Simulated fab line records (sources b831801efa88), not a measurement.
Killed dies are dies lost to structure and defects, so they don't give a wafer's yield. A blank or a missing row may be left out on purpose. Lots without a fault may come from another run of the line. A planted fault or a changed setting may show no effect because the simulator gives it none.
Struck lot and sound lot, side by side | flow sfq-line | 42 out of 325 route steps
Sound: the wafers L913.2, L913.5, L913.6. Struck: wafer L918.4. (L918.2, L918.3 of the same lot were not struck and are left out.) The cause comes at the end.
Per side, at each step with rows, come the tool, then ch with its chambers, and then its first start. Under that, the readings that differ: sound wafers | struck wafers | difference of the means | sigmas: that difference in standard deviations of wafers without a fault.
alike: readings whose means differ by less than 2 such deviations, and words and numbers that are the same on both sides. not compared: withheld readings, readings that some wafer has no value for, bounds like >300 that may hide the same value, and numbers for which the record gives no deviation and whose values overlap.
Wherever a step has rows on one side only, a row that says differs or no value, or a row with sigmas, the two part there. Numbers that have no deviation but don't overlap get no sigmas and don't part them. A reading that every wafer of one side lacks parts them only if that side has two wafers or more.

first, 6 steps without rows for these wafers: SFQ_TRILAYER_I0_VIA_LITHO_COAT_036 (resist thk 62 nm); SFQ_TRILAYER_I0_VIA_LITHO_COAT_031 (resist thk 650 nm); SFQ_TRILAYER_I0_VIA_LITHO_SOFTBAKE_035; SFQ_TRILAYER_I0_VIA_LITHO_EXPOSE_032 (exposes mask I0, target cd 500 nm); SFQ_TRILAYER_I0_VIA_LITHO_PEB_034 (peb time 60 s); SFQ_TRILAYER_I0_VIA_LITHO_DEVELOP_033 (time 60 s).
SFQ_I0_OVL_MEAS_908:
  sound on overlay-02 at day 13 16:30; struck on overlay-02 at day 15 19:29
  alike: I0_OVL
SFQ_TRILAYER_I0_VIA_BARC_OPEN_VIA_ETCH_046: etches BARC in O2, target depth 125 nm, time 41.7 s.
  sound on rie-diel-01 ch 0,1,2, day 13 16:32; struck on rie-diel-03 ch 3, day 15 19:31
  alike: drypump-motor-current-A, oes-product-au
  not compared: rf-hours-counter-h
then, 4 steps without rows for these wafers: SFQ_TRILAYER_I0_VIA_ETCH_VIA_ETCH_034 (etches SiO2 in CHF3, stops on Nb, target depth 260 nm); SFQ_TRILAYER_I0_VIA_STRIP_STRIP_035 (strips in O2); SFQ_TRILAYER_I0_VIA_STRIP_SOLV_CLEAN_036 (cleans in NMP, time 600 s); SFQ_TRILAYER_M1_DEP_PRE_CLEAN_038 (time 22.5 s).
SFQ_TRILAYER_M1_DEP_SPUTTER_037: material Nb, target thk 200 nm, time 133.3 s.
  sound on pvd-sputter-03 at day 13 17:30; struck on pvd-sputter-06 at day 15 20:28
  reading                                             | sound             | struck | difference | sigmas
  model.Nb_of_TRILAYER_M1_DEP_SPUTTER_037.thk-nm (nm) | 205.1 203.8 202.3 | 199    | -5         |
  alike: chamber-pressure-pa, substrate-temp-c, throttle-valve-pct
SFQ_M1_RS_MEAS_909: the measuring method here is four-point-probe.
  sound on film-metro-02 at day 13 17:37; struck on film-metro-02 at day 15 20:35
  alike: M1_NB_RS
then, 6 steps without rows for these wafers: SFQ_TRILAYER_M1_LITHO_COAT_044 (resist thk 62 nm); SFQ_TRILAYER_M1_LITHO_COAT_039 (resist thk 600 nm); SFQ_TRILAYER_M1_LITHO_SOFTBAKE_043; SFQ_TRILAYER_M1_LITHO_EXPOSE_040 (exposes mask M1, target cd 500 nm); SFQ_TRILAYER_M1_LITHO_PEB_042 (peb time 60 s); SFQ_TRILAYER_M1_LITHO_DEVELOP_041 (time 60 s).
-- the record jumps here: 6 days lie between the struck wafers' starts before and after --
SFQ_M1_OVL_MEAS_911:
  sound on overlay-01 at day 18 13:44; struck on overlay-02 at day 21 12:03
  alike: M1_OVL
SFQ_TRILAYER_M1_BARC_OPEN_METAL_ETCH_054: etches BARC in O2, target depth 125 nm, time 41.7 s.
  sound on rie-metal-03 ch 0,1, day 18 13:46; struck on rie-metal-03 ch 0, day 21 12:05
  alike: drypump-motor-current-A, oes-product-au
  not compared: rf-hours-counter-h
SFQ_TRILAYER_M1_ETCH_METAL_ETCH_042: etches Nb in Cl2/Ar, stops on SiO2, target depth 240 nm, time 120 s.
  sound on rie-metal-03 ch 0,1, day 18 13:49; struck on rie-metal-03 ch 0, day 21 12:08
  reading                        | sound             | struck | difference | sigmas
  model.M1.feature-depth-nm (nm) | 205.9 204.6 203.1 | 199.8  | -4.7       |
  model.etch.depth-nm (nm)       | 205.1 203.8 202.3 | 199    | -5         |
  alike: drypump-motor-current-A, oes-product-au
  not compared: rf-hours-counter-h
SFQ_TRILAYER_M1_STRIP_STRIP_043: strips in O2.
  sound on rie-metal-03 ch 0,1, day 18 13:56; struck on rie-metal-03 ch 0, day 21 12:16
  alike: drypump-motor-current-A, oes-product-au
  not compared: rf-hours-counter-h
then, 1 step without rows for these wafers: SFQ_TRILAYER_M1_STRIP_SOLV_CLEAN_044 (cleans in NMP, time 600 s).
SFQ_TRILAYER_I1_DEP_PECVD_045: deposits SiO2 from SiH4/N2O, time 111.11 s, target thk 500 nm.
  sound on pecvd-01 ch 0,2, day 18 14:43; struck on pecvd-02 ch 0, day 21 13:02
  reading                | sound          | struck | difference | sigmas
  throttle-valve-pct (%) | 22.8 24.1 22.7 | 25.7   | +2.5       | +3
  alike: heater-power-outer-w, heater-power-w
then, 1 step without rows for these wafers: SFQ_TRILAYER_I1_CMP_CMP_046 (polishes SiO2).
SFQ_I1_BOW_MEAS_912:
  sound on film-metro-04 at day 18 17:49; struck on film-metro-04 at day 21 16:08
  alike: I1_BOW
SFQ_TRILAYER_I1_METRO_MEASURE_047:
  sound on film-metro-04 at day 18 18:07; struck on film-metro-04 at day 21 16:26
  reading     | sound             | struck | difference | sigmas
  thk-nm (nm) | 198.8 197.6 199.4 | 200.8  | +2.2       | +2
then, 6 steps without rows for these wafers: SFQ_TRILAYER_I1_VIA_LITHO_COAT_054 (resist thk 62 nm); SFQ_TRILAYER_I1_VIA_LITHO_COAT_049 (resist thk 650 nm); SFQ_TRILAYER_I1_VIA_LITHO_SOFTBAKE_053; SFQ_TRILAYER_I1_VIA_LITHO_EXPOSE_050 (exposes mask I1, target cd 500 nm); SFQ_TRILAYER_I1_VIA_LITHO_PEB_052 (peb time 60 s); SFQ_TRILAYER_I1_VIA_LITHO_DEVELOP_051 (time 60 s).
-- the record jumps here: 7 days lie between the struck wafers' starts before and after --
SFQ_I1_OVL_MEAS_913:
  sound on overlay-02 at day 25 14:42; struck on overlay-02 at day 28 09:09
  alike: I1_OVL
then, 5 steps without rows for these wafers: SFQ_TRILAYER_I1_VIA_BARC_OPEN_VIA_ETCH_071 (etches BARC in O2, target depth 125 nm, time 41.7 s); SFQ_TRILAYER_I1_VIA_ETCH_VIA_ETCH_052 (etches SiO2 in CHF3, stops on Nb, target depth 260 nm); SFQ_TRILAYER_I1_VIA_STRIP_STRIP_053 (strips in O2); SFQ_TRILAYER_I1_VIA_STRIP_SOLV_CLEAN_054 (cleans in NMP, time 600 s); SFQ_TRILAYER_M2_DEP_PRE_CLEAN_056 (time 22.5 s).
-- the record jumps here: 56 days lie between the struck wafers' starts before and after --
SFQ_M8_BOW_MEAS_951:
  sound on film-metro-02 at day 81 15:24; struck on film-metro-04 at day 84 05:37
  reading                 | sound               | struck | difference | sigmas
  model.etest.m1.ohm-um   | 1.735 1.743 1.762   | 1.797  | +0.050     |
  model.etest.i0.link-ohm | 1.942 1.95 1.964    | 1.98   | +0.03      |
  model.etest.m1.ohm-sq   | 0.868 0.8736 0.8799 | 0.8947 | +0.0209    |
  alike: M8_BOW

== WHERE THEY PART ==
Earliest at SFQ_TRILAYER_I1_DEP_PECVD_045; latest, in this record, at SFQ_TRILAYER_I1_METRO_MEASURE_047. Later steps at which nothing parts them and some readings are alike: SFQ_I1_OVL_MEAS_913, SFQ_M8_BOW_MEAS_951.

WHY: what the simulator had put in
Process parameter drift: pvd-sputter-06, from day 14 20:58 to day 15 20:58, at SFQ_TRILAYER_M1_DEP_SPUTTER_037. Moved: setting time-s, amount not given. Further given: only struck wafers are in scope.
